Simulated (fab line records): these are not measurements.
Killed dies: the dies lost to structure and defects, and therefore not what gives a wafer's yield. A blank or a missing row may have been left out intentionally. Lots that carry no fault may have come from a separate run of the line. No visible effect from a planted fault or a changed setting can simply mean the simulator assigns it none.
A sampling plan put to the test	flow sky130	one fab line, 53 faults that these records tell of, each judged on the records of the lots that it struck
The line's own looks make up the plan; these are the steps of the route where a gauge or inspection reads the wafer and leaves it unchanged. Where struck wafers have a number at a look and the file lists that look's usual mean and standard deviation on fault-free wafers, the look can be judged. Caught: a look later than the fault's first step finds the struck wafers' mean 4 or more of those standard deviations (sigma) from the usual mean. On the tool: the test repeated on the tool's own readings taken at the fault's steps. A different recipe on the struck wafers counts as caught too, as does a record blank only for those wafers.

THE FAULTS, as the simulator had put them in
1. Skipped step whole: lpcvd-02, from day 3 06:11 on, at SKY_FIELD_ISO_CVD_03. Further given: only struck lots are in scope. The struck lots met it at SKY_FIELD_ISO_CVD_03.
2. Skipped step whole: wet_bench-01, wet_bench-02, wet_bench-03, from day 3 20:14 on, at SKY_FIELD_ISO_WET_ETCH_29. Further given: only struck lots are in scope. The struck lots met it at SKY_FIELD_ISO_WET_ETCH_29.
3. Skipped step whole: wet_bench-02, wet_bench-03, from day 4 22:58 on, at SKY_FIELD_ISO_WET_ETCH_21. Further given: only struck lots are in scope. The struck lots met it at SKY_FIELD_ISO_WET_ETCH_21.
4. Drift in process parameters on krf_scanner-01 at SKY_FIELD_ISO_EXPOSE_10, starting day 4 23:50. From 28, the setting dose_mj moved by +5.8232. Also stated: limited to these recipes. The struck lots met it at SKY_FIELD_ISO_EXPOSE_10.
5. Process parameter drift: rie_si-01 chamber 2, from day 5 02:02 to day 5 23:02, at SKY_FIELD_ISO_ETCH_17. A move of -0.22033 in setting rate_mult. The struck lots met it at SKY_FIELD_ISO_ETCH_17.
6. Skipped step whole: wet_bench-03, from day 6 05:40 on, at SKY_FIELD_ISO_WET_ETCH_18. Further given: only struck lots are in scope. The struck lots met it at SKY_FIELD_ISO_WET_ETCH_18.
7. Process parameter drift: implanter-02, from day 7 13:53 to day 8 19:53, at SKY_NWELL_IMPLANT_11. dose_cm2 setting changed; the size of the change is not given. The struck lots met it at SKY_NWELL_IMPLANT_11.
8. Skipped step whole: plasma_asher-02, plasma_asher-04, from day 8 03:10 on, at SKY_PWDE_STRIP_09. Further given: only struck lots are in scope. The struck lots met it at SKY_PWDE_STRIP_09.
9. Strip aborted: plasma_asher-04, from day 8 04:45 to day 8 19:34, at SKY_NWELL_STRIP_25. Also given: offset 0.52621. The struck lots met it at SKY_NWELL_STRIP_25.
10. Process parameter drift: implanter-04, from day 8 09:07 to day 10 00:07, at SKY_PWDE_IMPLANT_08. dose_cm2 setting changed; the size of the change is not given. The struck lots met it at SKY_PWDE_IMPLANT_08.
11. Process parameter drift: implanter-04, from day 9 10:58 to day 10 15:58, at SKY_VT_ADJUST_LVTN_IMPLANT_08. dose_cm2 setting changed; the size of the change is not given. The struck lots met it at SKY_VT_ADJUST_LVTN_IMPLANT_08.
12. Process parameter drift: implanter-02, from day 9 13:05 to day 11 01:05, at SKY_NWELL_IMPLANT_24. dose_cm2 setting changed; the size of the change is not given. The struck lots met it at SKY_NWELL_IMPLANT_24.
13. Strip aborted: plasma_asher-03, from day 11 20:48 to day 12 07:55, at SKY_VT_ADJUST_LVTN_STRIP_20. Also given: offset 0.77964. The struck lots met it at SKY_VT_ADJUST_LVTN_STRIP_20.
14. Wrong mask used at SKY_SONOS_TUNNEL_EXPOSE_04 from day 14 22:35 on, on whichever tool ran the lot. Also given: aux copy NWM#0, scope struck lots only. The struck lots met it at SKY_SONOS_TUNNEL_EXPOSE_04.
15. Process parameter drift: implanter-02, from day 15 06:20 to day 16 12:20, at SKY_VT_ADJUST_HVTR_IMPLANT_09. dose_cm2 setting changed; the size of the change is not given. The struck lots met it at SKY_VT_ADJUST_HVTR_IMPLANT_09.
16. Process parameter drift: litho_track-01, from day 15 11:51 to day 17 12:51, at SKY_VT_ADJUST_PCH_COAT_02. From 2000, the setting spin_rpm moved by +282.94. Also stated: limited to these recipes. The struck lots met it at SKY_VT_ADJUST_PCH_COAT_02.
17. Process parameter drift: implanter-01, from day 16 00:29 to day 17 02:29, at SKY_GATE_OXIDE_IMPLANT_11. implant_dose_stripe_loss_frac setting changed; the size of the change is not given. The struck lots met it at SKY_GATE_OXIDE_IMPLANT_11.
18. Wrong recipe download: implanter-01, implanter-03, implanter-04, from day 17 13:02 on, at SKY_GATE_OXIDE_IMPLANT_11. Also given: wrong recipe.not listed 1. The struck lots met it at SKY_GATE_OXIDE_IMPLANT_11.
19. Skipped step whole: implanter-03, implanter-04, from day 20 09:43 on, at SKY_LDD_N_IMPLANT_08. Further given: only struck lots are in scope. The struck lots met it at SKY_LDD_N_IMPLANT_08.
20. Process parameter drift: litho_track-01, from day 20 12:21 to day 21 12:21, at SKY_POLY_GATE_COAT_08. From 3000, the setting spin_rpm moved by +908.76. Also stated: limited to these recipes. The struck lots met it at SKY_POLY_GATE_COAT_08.
21. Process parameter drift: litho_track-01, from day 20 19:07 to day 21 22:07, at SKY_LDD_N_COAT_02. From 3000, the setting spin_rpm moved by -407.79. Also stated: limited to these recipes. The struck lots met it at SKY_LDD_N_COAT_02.
22. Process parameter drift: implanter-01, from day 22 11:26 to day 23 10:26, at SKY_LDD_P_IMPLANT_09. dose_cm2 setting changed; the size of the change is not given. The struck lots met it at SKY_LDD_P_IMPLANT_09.
23. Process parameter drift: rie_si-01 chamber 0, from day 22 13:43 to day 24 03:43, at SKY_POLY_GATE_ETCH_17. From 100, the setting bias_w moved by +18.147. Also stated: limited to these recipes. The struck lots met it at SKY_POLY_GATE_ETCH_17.
24. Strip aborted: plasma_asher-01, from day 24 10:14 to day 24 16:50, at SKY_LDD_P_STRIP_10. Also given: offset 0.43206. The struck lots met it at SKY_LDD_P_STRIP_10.
25. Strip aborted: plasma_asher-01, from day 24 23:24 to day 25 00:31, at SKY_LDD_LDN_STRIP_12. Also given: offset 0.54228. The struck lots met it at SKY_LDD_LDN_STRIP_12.
26. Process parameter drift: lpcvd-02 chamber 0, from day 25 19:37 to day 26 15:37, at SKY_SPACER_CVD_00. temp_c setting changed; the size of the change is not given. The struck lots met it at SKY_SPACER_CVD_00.
27. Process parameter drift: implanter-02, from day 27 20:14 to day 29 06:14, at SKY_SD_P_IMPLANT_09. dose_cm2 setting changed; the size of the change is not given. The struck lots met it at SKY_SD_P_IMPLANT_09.
28. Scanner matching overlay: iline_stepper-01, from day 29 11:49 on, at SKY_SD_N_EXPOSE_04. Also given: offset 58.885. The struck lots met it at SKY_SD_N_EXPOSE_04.
29. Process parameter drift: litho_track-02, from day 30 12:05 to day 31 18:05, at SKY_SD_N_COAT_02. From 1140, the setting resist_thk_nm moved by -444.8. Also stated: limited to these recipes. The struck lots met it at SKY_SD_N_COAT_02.
30. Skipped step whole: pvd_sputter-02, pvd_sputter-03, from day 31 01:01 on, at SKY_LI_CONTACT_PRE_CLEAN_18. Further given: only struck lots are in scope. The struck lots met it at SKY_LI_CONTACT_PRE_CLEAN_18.
31. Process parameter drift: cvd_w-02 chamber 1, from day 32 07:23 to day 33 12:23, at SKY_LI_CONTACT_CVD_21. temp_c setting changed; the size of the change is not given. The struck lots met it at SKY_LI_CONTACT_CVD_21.
32. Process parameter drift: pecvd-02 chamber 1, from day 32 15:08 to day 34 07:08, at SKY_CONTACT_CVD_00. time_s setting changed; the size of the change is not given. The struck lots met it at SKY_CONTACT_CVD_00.
33. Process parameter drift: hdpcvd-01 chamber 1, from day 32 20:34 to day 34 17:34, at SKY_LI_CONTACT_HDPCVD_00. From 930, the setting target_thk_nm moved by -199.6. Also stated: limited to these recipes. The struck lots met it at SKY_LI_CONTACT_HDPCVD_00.
34. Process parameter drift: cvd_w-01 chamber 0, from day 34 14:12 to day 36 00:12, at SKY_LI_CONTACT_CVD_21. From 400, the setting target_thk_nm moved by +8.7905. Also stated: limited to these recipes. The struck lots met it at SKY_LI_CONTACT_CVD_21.
35. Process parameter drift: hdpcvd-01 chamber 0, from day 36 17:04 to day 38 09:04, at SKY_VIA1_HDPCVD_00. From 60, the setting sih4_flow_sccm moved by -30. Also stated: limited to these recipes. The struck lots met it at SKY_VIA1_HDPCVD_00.
36. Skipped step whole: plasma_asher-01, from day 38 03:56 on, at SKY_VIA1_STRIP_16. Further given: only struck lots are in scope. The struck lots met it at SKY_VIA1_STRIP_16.
37. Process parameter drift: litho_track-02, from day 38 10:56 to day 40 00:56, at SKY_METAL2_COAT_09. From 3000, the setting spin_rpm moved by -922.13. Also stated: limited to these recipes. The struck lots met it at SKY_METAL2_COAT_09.
38. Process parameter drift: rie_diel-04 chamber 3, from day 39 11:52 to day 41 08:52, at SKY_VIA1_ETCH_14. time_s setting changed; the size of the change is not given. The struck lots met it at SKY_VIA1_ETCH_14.
39. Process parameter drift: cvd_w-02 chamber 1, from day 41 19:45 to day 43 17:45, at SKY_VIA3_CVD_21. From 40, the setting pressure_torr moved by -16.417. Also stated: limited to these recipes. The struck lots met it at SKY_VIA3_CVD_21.
40. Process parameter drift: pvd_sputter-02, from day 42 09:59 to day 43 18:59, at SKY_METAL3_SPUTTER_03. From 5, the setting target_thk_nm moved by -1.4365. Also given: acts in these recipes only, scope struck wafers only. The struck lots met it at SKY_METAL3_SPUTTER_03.
41. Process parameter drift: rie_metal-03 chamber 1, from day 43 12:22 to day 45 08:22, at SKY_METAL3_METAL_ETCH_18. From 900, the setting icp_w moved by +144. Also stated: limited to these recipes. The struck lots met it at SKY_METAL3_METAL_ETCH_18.
42. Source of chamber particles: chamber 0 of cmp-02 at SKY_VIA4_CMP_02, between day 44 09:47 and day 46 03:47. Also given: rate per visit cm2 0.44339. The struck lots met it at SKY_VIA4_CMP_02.
43. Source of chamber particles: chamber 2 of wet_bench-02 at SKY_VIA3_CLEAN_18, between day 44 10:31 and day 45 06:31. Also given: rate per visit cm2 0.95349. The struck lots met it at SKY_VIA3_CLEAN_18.
44. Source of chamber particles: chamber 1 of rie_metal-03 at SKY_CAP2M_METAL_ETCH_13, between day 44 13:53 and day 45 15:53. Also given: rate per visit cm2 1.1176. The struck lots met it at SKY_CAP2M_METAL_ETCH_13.
45. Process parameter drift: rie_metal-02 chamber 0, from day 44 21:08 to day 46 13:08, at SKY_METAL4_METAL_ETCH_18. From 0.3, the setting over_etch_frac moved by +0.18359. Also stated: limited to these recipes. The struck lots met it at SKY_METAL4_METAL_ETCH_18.
46. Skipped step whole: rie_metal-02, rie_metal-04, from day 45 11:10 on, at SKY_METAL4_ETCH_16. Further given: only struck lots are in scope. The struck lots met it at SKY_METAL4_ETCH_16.
47. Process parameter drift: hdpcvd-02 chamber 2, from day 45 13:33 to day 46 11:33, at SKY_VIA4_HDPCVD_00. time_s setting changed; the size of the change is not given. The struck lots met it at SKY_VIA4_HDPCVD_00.
48. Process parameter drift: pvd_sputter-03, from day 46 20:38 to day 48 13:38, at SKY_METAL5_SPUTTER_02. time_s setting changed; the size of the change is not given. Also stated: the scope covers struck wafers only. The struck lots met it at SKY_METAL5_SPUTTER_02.
49. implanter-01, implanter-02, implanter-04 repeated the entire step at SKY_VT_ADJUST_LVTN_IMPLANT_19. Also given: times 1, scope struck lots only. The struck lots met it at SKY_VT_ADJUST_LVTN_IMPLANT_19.
50. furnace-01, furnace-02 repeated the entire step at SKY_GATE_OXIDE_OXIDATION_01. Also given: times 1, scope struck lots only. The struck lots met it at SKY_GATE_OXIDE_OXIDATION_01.
51. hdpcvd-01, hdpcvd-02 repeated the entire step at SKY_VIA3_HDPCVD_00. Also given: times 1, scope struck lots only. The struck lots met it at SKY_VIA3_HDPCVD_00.
52. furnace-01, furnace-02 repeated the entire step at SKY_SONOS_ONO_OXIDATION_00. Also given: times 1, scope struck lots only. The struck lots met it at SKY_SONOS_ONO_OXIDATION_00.
53. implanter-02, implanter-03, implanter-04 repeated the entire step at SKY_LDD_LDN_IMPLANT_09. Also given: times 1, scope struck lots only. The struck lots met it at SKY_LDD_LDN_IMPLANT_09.

WHAT THE PLAN SAW
fault	on the tool itself	first look that catches it	reading, sigma	median hours from its first step to that look	hours from the fault's start to the first struck lot there	judged looks passed uncaught
1	the tool's record is blank for the struck wafers	no look after it can be judged	-	-	-	0
2	the tool's record is blank for the struck wafers	no look after it can be judged	-	-	-	0
3	the tool's record is blank for the struck wafers	no look after it can be judged	-	-	-	0
4	exposure_dose_mJ_cm2 +99 or beyond sigma	SKY_FIELD_ISO_CD_MEAS_13	cd_nm -26	8.9	11	0
5	oes_product_au -10 sigma	none of the 2 looks that can be judged after it	-	-	-	2
6	no reading that can be judged	no look after it can be judged	-	-	-	0
7	dose_ions_cm2 -31 sigma	SKY_NWELL_RS_MEAS_29	NWELL_RS +7.2	21.9	35	1
8	the tool's record is blank for the struck wafers	SKY_NWELL_TW_MEAS_15	NWELL_TW -99 or beyond	22.2	23	0
9	oes_product_au +49 sigma	SKY_VT_ADJUST_HVTP_TW_MEAS_11	VT_ADJUST_HVTP_TW -99 or beyond	22.4	37	0
10	dose_ions_cm2 -73 sigma	SKY_PWDE_TW_MEAS_10	PWDE_TW -4.6	0.2	8	0
11	dose_ions_cm2 +99 or beyond sigma	SKY_VT_ADJUST_LVTN_TW_MEAS_10	VT_ADJUST_LVTN_TW +16	0.2	4	0
12	dose_ions_cm2 -99 or beyond sigma	SKY_NWELL_TW_MEAS_26	NWELL_2_TW -40	0.2	4	0
13	oes_product_au +45 sigma	SKY_VT_ADJUST_NCORE_TW_MEAS_11	VT_ADJUST_NCORE_TW -99 or beyond	24.6	36	0
14	no reading that can be judged	SKY_SONOS_TUNNEL_TW_MEAS_12	SONOS_TUNNEL_TW -99 or beyond	14.7	18	0
15	dose_ions_cm2 +99 or beyond sigma	SKY_VT_ADJUST_HVTR_TW_MEAS_11	VT_ADJUST_HVTR_TW +17	0.2	11	0
16	spin_speed_rpm +99 or beyond sigma	not the one look that can be judged after it	-	-	-	1
17	no reading that can be judged	none of the 5 looks that can be judged after it	-	-	-	5
18	under 2 sigma	SKY_GATE_OXIDE_TW_MEAS_14	GATE_OXIDE_TW +99 or beyond	0.3	6	0
19	the tool's record is blank for the struck wafers	SKY_LDD_N_TW_MEAS_17	LDD_N_TW -12	1.3	4	0
20	spin_speed_rpm +99 or beyond sigma	not the one look that can be judged after it	-	-	-	1
21	spin_speed_rpm -99 or beyond sigma	not the one look that can be judged after it	-	-	-	1
22	dose_ions_cm2 +99 or beyond sigma	SKY_LDD_P_TW_MEAS_11	LDD_P_TW +25	0.2	9	0
23	bias_w +69 sigma	no look after it can be judged	-	-	-	0
24	oes_product_au +53 sigma	SKY_LDD_HVN_TW_MEAS_10	LDD_HVN_TW -99 or beyond	29.2	36	0
25	oes_product_au +48 sigma	no look after it can be judged	-	-	-	0
26	susceptor_temp_C -50 sigma	SKY_SPACER_THK_MEAS_01	SPACER_CVD_00_THK -24	1.2	12	0
27	dose_ions_cm2 -99 or beyond sigma	SKY_SD_P_TW_MEAS_11	SD_P_TW -14	0.2	8	0
28	no reading that can be judged	SKY_SD_N_OVL_MEAS_08	SD_N_OVL +42	14.0	19	0
29	under 2 sigma	SKY_SD_N_CD_MEAS_07	cd_nm +19	13.6	32	0
30	no reading that can be judged	none of the 2 looks that can be judged after it	-	-	-	2
31	susceptor_temp_C +27 sigma	SKY_LI_CONTACT_RS_MEAS_22	LI_CONTACT_W_RS -8.4	0.1	8	0
32	under 2 sigma	SKY_CONTACT_THK_MEAS_01	CONTACT_CVD_00_THK -13	0.0	7	0
33	under 2 sigma	SKY_LI_CONTACT_THK_MEAS_01	LI_CONTACT_HDPCVD_THK -21	0.1	23	0
34	under 2 sigma	not the one look that can be judged after it	strongest: LI_CONTACT_W_RS at SKY_LI_CONTACT_RS_MEAS_22, -2.7	-	-	1
35	sih4_flow_sccm -99 or beyond sigma	SKY_VIA1_THK_MEAS_01	VIA1_HDPCVD_THK -52	0.1	13	0
36	no reading that can be judged	no look after it can be judged	-	-	-	0
37	spin_speed_rpm -99 or beyond sigma	no look after it can be judged	-	-	-	0
38	oes_product_au +14 sigma	no look after it can be judged	-	-	-	0
39	chamber_pressure_Torr -99 or beyond sigma	SKY_VIA3_RS_MEAS_22	VIA3_W_RS +24	0.1	8	0
40	under 2 sigma	no look after it can be judged	-	-	-	0
41	rf_fwd_power_W +54 sigma	no look after it can be judged	-	-	-	0
42	under 2 sigma	not the one look that can be judged after it	-	-	-	1
43	under 2 sigma	not the one look that can be judged after it	-	-	-	1
44	only faintly: throttle_valve_pct +2.1 sigma	not the one look that can be judged after it	-	-	-	1
45	oes_product_au -9.3 sigma	not the one look that can be judged after it	-	-	-	1
46	the tool's record is blank for the struck wafers	no look after it can be judged	-	-	-	0
47	run_length_s +25 sigma	SKY_VIA4_THK_MEAS_01	VIA4_HDPCVD_THK +4.5	0.2	5	0
48	under 2 sigma	SKY_METAL5_RS_MEAS_05	METAL5_ALCU_RS +5.8	0.1	3	0
49	no reading that can be judged	SKY_VT_ADJUST_LVTN_TW_MEAS_21	VT_ADJUST_LVTN_2_TW +46	0.6	-	0
50	under 2 sigma	SKY_GATE_OXIDE_THK_MEAS_02	GATE_OXIDE_OXIDATION_00_THK +35	3.9	-	0
51	under 2 sigma	SKY_VIA3_THK_MEAS_01	VIA3_HDPCVD_THK +81	0.5	-	0
52	under 2 sigma	SKY_SONOS_ONO_THK_MEAS_01	SONOS_ONO_OXIDATION_THK +29	3.4	-	0
53	no reading that can be judged	SKY_LDD_LDN_TW_MEAS_13	LDD_LDN_TW +12	0.9	-	0
A dash: the fault isn't caught, or these records don't give the number.

Caught at a look: 30 of 53. Caught on the tool: 32 of 53. By one or the other: 44 of 53.
On the tool alone, faults 1, 2, 3, 5, 16, 20, 21, 23, 25, 37, 38, 41, 45, 46 were caught.
Caught at a look alone: faults 14, 18, 28, 29, 32, 33, 48, 49, 50, 51, 52, 53.
Caught by neither: faults 6, 17, 30, 34, 36, 40, 42, 43, 44.

THINNER SAMPLING
In the worst case, this is how late the first struck lot would be measured if the look that catches a fault measured only every second or every third lot, by lot number:
fault	struck lots at that look, in order of time	every lot	every second lot	every third lot
4	L921, L925	11 h	may miss all 2	may miss all 2
7	L132, L134	35 h	may miss all 2	may miss all 2
8	L576, L577, L578	23 h	36 h	43 h
9	L475	37 h	may miss it	may miss it
10	L191, L193	8 h	may miss all 2	may miss all 2
11	L452, L453	4 h	10 h	may miss all 2
12	L886, L888	4 h	may miss all 2	may miss all 2
13	L993	36 h	may miss it	may miss it
14	L651	18 h	may miss it	may miss it
15	L383, L384	11 h	23 h	may miss all 2
18	L733, L734, L735, L736	6 h	14 h	22 h
19	L135, L136	4 h	11 h	may miss all 2
22	L338, L339	9 h	23 h	may miss all 2
24	L373	36 h	may miss it	may miss it
26	L590	12 h	may miss it	may miss it
27	L833, L834, L836	8 h	14 h	may miss all 3
28	L802, L805	19 h	37 h	may miss all 2
29	L587, L588	32 h	41 h	may miss all 2
31	L150, L152	8 h	may miss all 2	may miss all 2
32	L169, L173	7 h	may miss all 2	may miss all 2
33	L658	23 h	may miss it	may miss it
35	L654, L655	13 h	24 h	may miss all 2
39	L405, L406	8 h	16 h	may miss all 2
47	L904	5 h	may miss it	may miss it
48	L637, L640	3 h	16 h	may miss all 2
Hours are from the fault's start to the first struck lot that is measured. Since the struck wafers were tested as one group against 4 sigma, a single lot by itself may lie under the limit. Other struck lots may not be in these records.

THE LONGEST TIMED WAY FROM STEP TO LOOK
Fault 24: a median of 29.2 hours passes between SKY_LDD_P_STRIP_10 and SKY_LDD_HVN_TW_MEAS_10. No look between them can be judged.
